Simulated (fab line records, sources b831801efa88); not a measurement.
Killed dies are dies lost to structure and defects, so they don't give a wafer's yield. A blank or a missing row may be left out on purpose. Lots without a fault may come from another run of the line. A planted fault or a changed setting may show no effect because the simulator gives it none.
A struck lot beside a sound one | flow sky130 | 17 steps out of a route of 708
Sound: wafers L830.2, L830.4, L830.5. Struck: wafers L834.2, L834.3, L834.5. The cause comes at the end.
At each step with rows: each side's tool, then ch and its chambers, then its first start. Under that, the readings that differ: sound wafers | struck wafers | difference of the means | sigmas: that difference in standard deviations of wafers without a fault.
alike: readings whose means differ by less than 2 such deviations, and words and numbers that are the same on both sides. not compared: withheld readings, readings that some wafer has no value for, bounds like >300 that may hide the same value, and numbers for which the record gives no deviation and whose values overlap.
The two part at a step that has a row with sigmas, a row that says differs or no value, or rows on one side only. Numbers that don't overlap but have no deviation are shown without sigmas and don't part them. A reading that every wafer of one side lacks parts them only if that side has two wafers or more.

first, 4 steps without rows for these wafers: SKY_LDD_LDN_SOFTBAKE_03 (time 60 s); SKY_LDD_LDN_EXPOSE_04 (exposes mask LDNTM, target cd 700 nm); SKY_LDD_LDN_PEB_05; SKY_LDD_LDN_DEVELOP_06 (develop time 60 s).
SKY_LDD_LDN_OVL_MEAS_07:
  sound on overlay-01, day 24 09:47; struck on overlay-01, day 26 02:18
  reading          | sound          | struck      | difference | sigmas
  LDD_LDN_OVL (nm) | -2.9 -1.4 -1.9 | 0.7 1.4 1.3 | +3.2       | +2
then, 4 steps without rows for these wafers: SKY_LDD_LDN_IMPLANT_08; SKY_LDD_LDN_IMPLANT_09; SKY_LDD_LDN_IMPLANT_10; SKY_LDD_LDN_IMPLANT_11.
SKY_LDD_LDN_STRIP_12: strips in O2/N2.
  sound on plasma_asher-02 ch 0,1, day 24 10:25; struck on plasma_asher-01 ch 0,1, day 26 02:56
  alike: drypump_motor_current_A, oes_product_au, strip_time_to_endpoint_s
  not compared: rf_hours_counter_h
SKY_LDD_LDN_TW_MEAS_13:
  sound on film_metro-01, day 24 10:32; struck on film_metro-01, day 26 03:02
  alike: LDD_LDN_TW
then, 1 step without rows for these wafers: SKY_LDD_LDN_CLEAN_14 (cleans in SC1/SC2, time 150 s).
SKY_SPACER_CVD_00: deposits Si3N4 from DCS/NH3, target thk 43.1 nm, time 740 s.
  sound on lpcvd-02 ch 0, day 24 10:41; struck on lpcvd-02 ch 0, day 26 03:08
  alike: spike_tc_upper_C, zone_power_centre_pct
SKY_SPACER_THK_MEAS_01:
  sound on film_metro-02, day 24 11:54; struck on film_metro-04, day 26 04:21
  reading                | sound          | struck         | difference | sigmas
  SPACER_CVD_00_THK (nm) | 42.9 43.1 42.7 | 32.3 32.1 32.1 | -10.7      | -23
SKY_SPACER_ETCHBACK_02: etches Si3N4 in CH3F/O2, stops on SiO2, time 46.7 s, target depth 45 nm.
  sound on rie_diel-01 ch 0,1,2, day 24 11:57; struck on rie_diel-02 ch 0,1,3, day 26 04:24
  reading                | sound                | struck               | difference | sigmas
  oes_product_au (a.u.)  | 0.854 0.860 0.845    | 0.741 0.743 0.737    | -0.113     | -19
  throttle_valve_pct (%) | 10.559 10.549 10.558 | 10.527 10.535 10.548 | -0.019     | -2
  alike: drypump_motor_current_A
  not compared: rf_hours_counter_h
then, 1 step without rows for these wafers: SKY_POLY_CUT_DEHYDRATE_00 (time 60 s).
-- the record jumps here: 22 days lie between the struck wafers' starts before and after (it left off in module POLY_CUT and takes up again in module PAD_OPEN, whose first step shown is number 708 of the route) --
SKY_PAD_OPEN_PROBE_99:
  sound on prober-02, day 46 22:02; struck on prober-02, day 48 03:07
  reading                                           | sound                     | struck                  | difference | sigmas
  model.etest.pfet_01v8.drive_ua_um_rim_less_centre | 4.561 0.162 3.48          | 15.29 10.62 15.17       | +10.96     |
  model.etest.pfet_01v8.drive_ua_um_range           | 9.468 5.361 5.794         | 18.5 16.51 19.18        | +11.2      |
  model.etest.nfet_01v8.drive_ua_um_rim_less_centre | 1.266 0.2567 1.092        | 8.993 8.725 4.175       | +6.426     |
  model.etest.nfet_01v8.drive_ua_um_range           | 10.55 7.398 7.513         | 14.9 11.1 16.93         | +5.8       |
  model.etest.pfet_01v8.vt_v_rim_less_centre        | 0.00348 0.007643 0.007422 | 0.02167 0.01753 0.02557 | +0.01541   |
  model.etest.pfet_01v8.vt_v_range                  | 0.01511 0.01265 0.01078   | 0.03079 0.02895 0.03013 | +0.01711   |
  alike: killed_at_M0_to_M3, killed_at_M4_up, killed_at_contacts, killed_at_front_end, killed_at_other, killed_dies, killed_on_rim, killed_open, killed_short

WHERE THEY PART
First at SKY_LDD_LDN_OVL_MEAS_07; last, within this record, at SKY_SPACER_ETCHBACK_02. Later steps at which nothing parts them and some readings are alike: SKY_PAD_OPEN_PROBE_99.

WHY: what the simulator had put in
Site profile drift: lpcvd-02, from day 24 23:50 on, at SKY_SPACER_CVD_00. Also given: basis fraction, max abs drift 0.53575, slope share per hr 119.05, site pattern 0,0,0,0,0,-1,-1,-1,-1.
